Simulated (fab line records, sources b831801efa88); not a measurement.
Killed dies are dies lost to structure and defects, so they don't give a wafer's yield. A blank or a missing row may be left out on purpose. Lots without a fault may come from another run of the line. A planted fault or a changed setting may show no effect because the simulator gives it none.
Which tool did it? | flow gf180mcu | 12 lots, 36 wafers sampled, at 5 steps of a route of 602

WHAT THE GAUGES READ, wafer by wafer
GF_DNWELL_TW_MEAS_09. Usual: DNWELL_TW 1357, standard deviation 13.
lot  | measured    | on            | DNWELL_TW      | flag
L990 | day 3 12:29 | film_metro-02 | 1372 1372 1378 |
L992 | day 3 22:53 | film_metro-04 | 1341 1348 1345 |
L998 | day 5 05:23 | film_metro-02 | 1362 1359 1365 |
L101 | day 5 20:32 | film_metro-04 | 1341 1346 1348 |
L102 | day 6 02:35 | film_metro-02 | 1385 1385 1379 |
L105 | day 6 17:59 | film_metro-03 | 1360 1358 1362 |
L106 | day 6 23:47 | film_metro-04 | 1348 1343 1345 |
L107 | day 7 06:14 | film_metro-03 | 1353 1356 1357 |
L108 | day 7 10:50 | film_metro-02 | 1365 1353 1365 |
L110 | day 7 20:59 | film_metro-03 | 1356 1356 1355 |

GF_M2_RS_MEAS_05: measures by four-point-probe. Usual: M2_ALCU_RS 0.0693 ohm/sq, standard deviation 0.00069.
lot  | measured     | on            | M2_ALCU_RS (ohm/sq)  | flag
L990 | day 19 09:04 | film_metro-04 | 0.0692 0.0694 0.0685 |
L992 | day 20 08:35 | film_metro-03 | 0.0686 0.0676 0.0691 |
L998 | day 22 16:55 | film_metro-02 | 0.0683 0.0694 0.0700 |
L101 | day 23 18:14 | film_metro-03 | 0.0682 0.0685 0.0685 |
L102 | day 23 18:31 | film_metro-03 | 0.0694 0.0685 0.0689 |
L105 | day 24 23:06 | film_metro-03 | 0.0688 0.0686 0.0676 |
L106 | day 25 00:46 | film_metro-02 | 0.0697 0.0683 0.0693 |
L107 | day 25 09:53 | film_metro-02 | 0.0694 0.0695 0.0696 |
L108 | day 25 18:06 | film_metro-02 | 0.0690 0.0696 0.0694 |
L110 | day 26 06:43 | film_metro-02 | 0.0689 0.0698 0.0698 |

WHICH TOOL RAN EACH LOT (tool, then ch and the chambers of the sampled wafers, then the start)
lot  | GF_STI_ETCH_14                  | GF_STI_STRIP_15                     | GF_M2_SPUTTER_01
L990 | rie_si-01 ch 2,3, day 2 18:14   | plasma_asher-01 ch 0,1, day 2 18:19 | pvd_sputter-03, day 19 08:54
L992 | rie_si-01 ch 2,3, day 3 04:32   | plasma_asher-03 ch 0,1, day 3 04:37 | pvd_sputter-04, day 20 08:26
L998 | rie_si-01 ch 0,2,3, day 4 10:00 | plasma_asher-02 ch 0,1, day 4 10:04 | pvd_sputter-02, day 22 16:47
L999 | rie_si-01 ch 0,1,2, day 4 14:53 | plasma_asher-02 ch 0, day 4 14:57   | -
L100 | rie_si-01 ch 1,2, day 4 20:29   | plasma_asher-02 ch 0,1, day 4 20:34 | -
L101 | rie_si-02 ch 1,2,3, day 5 01:11 | plasma_asher-02 ch 1, day 5 01:16   | pvd_sputter-04, day 23 18:05
L102 | rie_si-02 ch 1,2,3, day 5 06:59 | plasma_asher-02 ch 0,1, day 5 07:03 | pvd_sputter-03, day 23 18:23
L105 | rie_si-02 ch 0,1,3, day 5 22:02 | plasma_asher-03 ch 1, day 5 22:07   | pvd_sputter-02, day 24 22:59
L106 | rie_si-01 ch 1,2, day 6 02:53   | plasma_asher-03 ch 0,1, day 6 02:58 | pvd_sputter-03, day 25 00:38
L107 | rie_si-01 ch 0,2,3, day 6 08:17 | plasma_asher-02 ch 1, day 6 08:22   | pvd_sputter-03, day 25 09:46
L108 | rie_si-01 ch 0,1, day 6 13:08   | plasma_asher-02 ch 0,1, day 6 13:13 | pvd_sputter-02, day 25 17:59
L110 | rie_si-01 ch 0,1,2, day 7 00:17 | plasma_asher-03 ch 0,1, day 7 00:21 | pvd_sputter-03, day 26 06:35
- GF_STI_ETCH_14: etches Si in HBr/Cl2/O2, target depth 360 nm, time 102.9 s.
- GF_STI_STRIP_15: strips in O2/N2.
- GF_M2_SPUTTER_01: material TiN, target thk 30 nm, time 25 s.

WHAT THE TOOLS THEMSELVES READ (means of the sampled wafers that have a number; where no wafer has one, the mark that the record gives instead)
GF_STI_ETCH_14. Usual: HBr_flow_sccm 150.0 sccm, standard deviation 0.44; O2_flow_sccm 6.001 sccm, standard deviation 0.018; drypump_motor_current_A 5.3 A, standard deviation 0.41; oes_product_au 0.997 a.u., standard deviation 0.01; throttle_valve_pct 25.659 %, standard deviation 0.012.
lot  | tool      | HBr_flow_sccm (sccm) | O2_flow_sccm (sccm) | drypump_motor_current_A (A) | oes_product_au (a.u.) | throttle_valve_pct (%) | flag
L990 | rie_si-01 | 149.7                | 5.987               | 5.2                         | 0.991                 | 25.665                 |
L992 | rie_si-01 | 150.4                | 5.990               | 5.2                         | 0.986                 | 25.661                 |
L998 | rie_si-01 | 149.8                | 6.005               | 5.0                         | 0.992                 | 25.666                 |
L999 | rie_si-01 | -                    | -                   | -                           | -                     | -                      | OFF
L100 | rie_si-01 | -                    | -                   | -                           | -                     | -                      | OFF
L101 | rie_si-02 | 149.7                | 6.005               | 5.4                         | 0.991                 | 25.655                 |
L102 | rie_si-02 | 149.9                | 5.989               | 5.4                         | 0.994                 | 25.662                 |
L105 | rie_si-02 | 149.8                | 5.995               | 5.7                         | 1.001                 | 25.652                 |
L106 | rie_si-01 | 150.5                | 6.011               | 5.3                         | 0.994                 | 25.654                 |
L107 | rie_si-01 | 150.1                | 6.003               | 5.0                         | 0.999                 | 25.660                 |
L108 | rie_si-01 | 150.2                | 5.998               | 5.3                         | 1.009                 | 25.645                 |
L110 | rie_si-01 | 150.1                | 6.015               | 5.1                         | 0.987                 | 25.666                 |

GF_STI_STRIP_15. Usual: drypump_motor_current_A 5.7 A, standard deviation 0.67; heater_power_w 310 W, standard deviation 17; oes_product_au 0.384 a.u., standard deviation 0.0044; strip_time_to_endpoint_s 3.73 s, standard deviation 0.042.
lot  | tool            | drypump_motor_current_A (A) | heater_power_w (W) | oes_product_au (a.u.) | strip_time_to_endpoint_s (s) | flag
L990 | plasma_asher-01 | 6.1                         | 320                | 0.385                 | 3.79                         |
L992 | plasma_asher-03 | 5.5                         | 320                | 0.390                 | 3.80                         |
L998 | plasma_asher-02 | 5.2                         | 300                | 0.387                 | 3.72                         |
L999 | plasma_asher-02 | 5.1                         | 287                | 0.432                 | 4.93                         | OFF
L100 | plasma_asher-02 | 5.2                         | 299                | 0.435                 | 4.91                         | OFF
L101 | plasma_asher-02 | 5.3                         | 310                | 0.387                 | 3.74                         |
L102 | plasma_asher-02 | 5.2                         | 306                | 0.381                 | 3.75                         |
L105 | plasma_asher-03 | 4.9                         | 315                | 0.388                 | 3.73                         |
L106 | plasma_asher-03 | 6.2                         | 324                | 0.386                 | 3.71                         |
L107 | plasma_asher-02 | 5.3                         | 295                | 0.385                 | 3.71                         |
L108 | plasma_asher-02 | 5.2                         | 293                | 0.384                 | 3.69                         |
L110 | plasma_asher-03 | 5.5                         | 320                | 0.384                 | 3.75                         |

GF_M2_SPUTTER_01. Usual: throttle_valve_pct 30.5 %, standard deviation 1.2.
lot  | tool           | throttle_valve_pct (%) | flag
L990 | pvd_sputter-03 | 30.1                   |
L992 | pvd_sputter-04 | 30.4                   |
L998 | pvd_sputter-02 | 30.4                   |
L101 | pvd_sputter-04 | 28.6                   |
L102 | pvd_sputter-03 | 30.5                   |
L105 | pvd_sputter-02 | 30.4                   |
L106 | pvd_sputter-03 | 31.2                   |
L107 | pvd_sputter-03 | 30.4                   |
L108 | pvd_sputter-02 | 30.6                   |
L110 | pvd_sputter-03 | 30.5                   |

THE ANSWER, worked out from the rows above alone
Rule: a lot is off if the mean of its wafers that have a number lies more than 3 standard deviations from the usual mean. A lot without any number at a reading at which 4 lots or more have one is off too. The other lots that the step has rows for count as sound. The gauges are gone through in route order, then the tools' own readings, and for those a lot's mean is taken as printed above. The first step at which some lot is off is used, and at that step the reading that is off furthest; a lot without a number counts as furthest.
Off: L999, L100, at GF_STI_ETCH_14 (HBr_flow_sccm). Without a number there: L999, L100.
A tool fits if, at that step or a process step before it, it ran every lot that is off, and no sound lot after the first of them. None of those tried fits.

WHAT THE SIMULATOR HAD PUT IN
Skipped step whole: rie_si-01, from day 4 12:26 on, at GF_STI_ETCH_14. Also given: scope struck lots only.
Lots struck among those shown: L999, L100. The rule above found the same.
